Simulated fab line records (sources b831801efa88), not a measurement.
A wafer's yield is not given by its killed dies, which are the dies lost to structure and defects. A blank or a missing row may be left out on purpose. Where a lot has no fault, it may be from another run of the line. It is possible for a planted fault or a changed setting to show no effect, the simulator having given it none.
A lot that was struck, set against a sound lot | flow sky130 | 35 out of 708 route steps
Sound: these wafers, L922.1, L922.2, L922.6. Struck: wafer L938.3. (L938.2, L938.5 of the same lot were not struck and are left out.) The cause comes at the end.
Order at every step that has rows: each side's tool, ch and its chambers, its first start. Under that, the readings that differ: sound wafers | struck wafers | difference of the means | sigmas: that difference in standard deviations of wafers without a fault.
alike: same words and numbers on both sides, and readings whose means sit less than 2 such deviations apart. not compared: any withheld reading, any reading some wafer has no value for, any bound like >300 that may hide the same value, and any number with overlapping values for which the record gives no deviation.
Wherever a step has rows on one side only, a row that says differs or no value, or a row with sigmas, the two part there. Non-overlapping numbers with no deviation appear without sigmas and do not part them. A reading that every wafer of one side lacks parts them only if that side has two wafers or more.

first, 5 steps without rows for these wafers: SKY_METAL5_SOFTBAKE_10 (time 60 s); SKY_METAL5_EXPOSE_11 (exposes mask MM5, target cd 1600 nm); SKY_METAL5_PEB_12; SKY_METAL5_DEVELOP_13 (develop time 60 s); SKY_METAL5_DESCUM_14 (chemistry O2, time 11 s).
SKY_METAL5_METAL_ETCH_15: etches the open film in Cl2/BCl3, stops on SiO2, target depth 1260 nm, time 252 s.
  sound on rie metal-03 ch 0,1, day 46 01:59; struck on rie metal-03 ch 0, day 49 13:33
  alike: bcl3 flow sccm, drypump motor current A, mfc cl2 sccm, oes product au, throttle valve pct
  not compared: rf hours counter h
SKY_METAL5_STRIP_16: strips in O2/N2.
  sound on plasma asher-02 ch 0,1, day 46 02:14; struck on plasma asher-03 ch 0, day 49 13:47
  alike: drypump motor current A, oes product au, strip time to endpoint s
  not compared: rf hours counter h
then, 3 steps without rows for these wafers: SKY_METAL5_STRIP_17 (strips in post etch residue remover, time 1200 s); SKY_METAL5_CLEAN_18 (cleans in IPA, time 180 s); SKY_METAL5_CLEAN_19 (cleans in O3/DIW).
SKY_PASSIVATION_CVD_00: deposits SiO2, target thk 90 nm.
  sound on pecvd-01 ch 1,2, day 46 02:50; struck on pecvd-04 ch 2, day 49 14:24
  alike: heater power w
SKY_PASSIVATION_THK_MEAS_01:
  struck on film metro-03, day 49 14:26; sound on film metro-01, day 46 02:51
  alike: PASSIVATION_CVD_00_THK
SKY_PASSIVATION_CVD_02: deposits Si3N4, target thk 540 nm.
  sound on pecvd-04 ch 1,2, day 46 02:55; struck on pecvd-02 ch 0, day 49 14:29
  reading                                       | sound             | struck | difference | sigmas
  model.Si3N4_of_PASSIVATION_CVD_02.thk nm (nm) | 529.8 530.1 542.2 | 589.2  | +55.2      |
  alike: heater power w
SKY_PASSIVATION_THK_MEAS_03:
  struck on film metro-04, day 49 14:43; sound on film metro-01, day 46 03:08
  reading                     | sound       | struck | difference | sigmas
  PASSIVATION_CVD_02_THK (nm) | 529 530 542 | 589    | +55        | +7
then, 7 steps without rows for these wafers: SKY_PASSIVATION_DEHYDRATE_04 (time 60 s); SKY_PASSIVATION_HMDS_05 (prime time 60 s); SKY_PASSIVATION_COAT_06 (resist thk 3000 nm); SKY_PASSIVATION_SOFTBAKE_07; SKY_PASSIVATION_EXPOSE_08 (exposes mask NSM, target cd 3000 nm); SKY_PASSIVATION_PEB_09; SKY_PASSIVATION_DEVELOP_10 (develop time 60 s).
SKY_PASSIVATION_ETCH_11: etches the open film in CF4/O2, stops on AlCu, target depth 725 nm, time 161.1 s.
  sound on rie diel-04 ch 0,2,3, day 47 00:16; struck on rie diel-02 ch 0, day 50 07:55
  reading                                 | sound             | struck | difference | sigmas
  oes product au (a.u.)                   | 0.970 0.963 0.977 | 1.003  | +0.033     | +4
  model.PASSIVATION.feature depth nm (nm) | 691.6 692.8 705.9 | 730.9  | +34.1      |
  model.etch.depth nm (nm)                | 691.6 692.8 705.9 | 730.9  | +34.1      |
  alike: drypump motor current A, throttle valve pct
  not compared: rf hours counter h
SKY_PASSIVATION_STRIP_12: strips in O2/N2.
  sound on plasma asher-01 ch 0,1, day 47 00:25; struck on plasma asher-04 ch 0, day 50 08:01
  reading                      | sound             | struck | difference | sigmas
  drypump motor current A (A)  | 5.77 5.99 5.80    | 5.17   | -0.68      | -2
  strip time to endpoint s (s) | 31.84 31.90 31.84 | 31.37  | -0.49      | -3
  alike: oes product au
  not compared: rf hours counter h
then, 7 steps without rows for these wafers: SKY_PAD_OPEN_DEHYDRATE_00 (time 61.29 s); SKY_PAD_OPEN_HMDS_01 (prime time 60 s); SKY_PAD_OPEN_COAT_02 (resist thk 3000 nm); SKY_PAD_OPEN_SOFTBAKE_03; SKY_PAD_OPEN_EXPOSE_04 (exposes mask PDM, target cd 60000 nm); SKY_PAD_OPEN_PEB_05; SKY_PAD_OPEN_DEVELOP_06 (develop time 60 s).
SKY_PAD_OPEN_ETCH_07: etches the open film in CF4/O2, stops on AlCu, target depth 725 nm, time 155.5 s.
  sound on rie diel-01 ch 0,1,3, day 47 21:25; struck on rie diel-01 ch 1, day 51 00:40
  reading                | sound             | struck | difference | sigmas
  oes product au (a.u.)  | 0.988 0.982 0.997 | 1.018  | +0.029     | +4
  throttle valve pct (%) | 5.971 5.965 5.965 | 5.986  | +0.019     | +2
  alike: drypump motor current A
  not compared: rf hours counter h
then, 1 step without rows for these wafers: SKY_PAD_OPEN_STRIP_08 (strips in O2/N2).
SKY_PAD_OPEN_STRIP_09: strips in post etch residue remover, time 1200 s.
  sound on wet bench-03 ch 1, day 47 21:38; struck on wet bench-04 ch 1, day 51 00:53
  reading                                       | sound             | struck | difference | sigmas
  model.Si3N4_of_PASSIVATION_CVD_02.thk nm (nm) | 529.5 529.7 541.8 | 588.9  | +55.2      |
then, 2 steps without rows for these wafers: SKY_PAD_OPEN_CLEAN_10 (cleans in IPA, time 180 s); SKY_PAD_OPEN_PROBE_99.

WHERE THEY PART
Earliest at SKY_PASSIVATION_THK_MEAS_03; latest, in this record, at SKY_PAD_OPEN_ETCH_07.

WHY: the cause the simulator had injected
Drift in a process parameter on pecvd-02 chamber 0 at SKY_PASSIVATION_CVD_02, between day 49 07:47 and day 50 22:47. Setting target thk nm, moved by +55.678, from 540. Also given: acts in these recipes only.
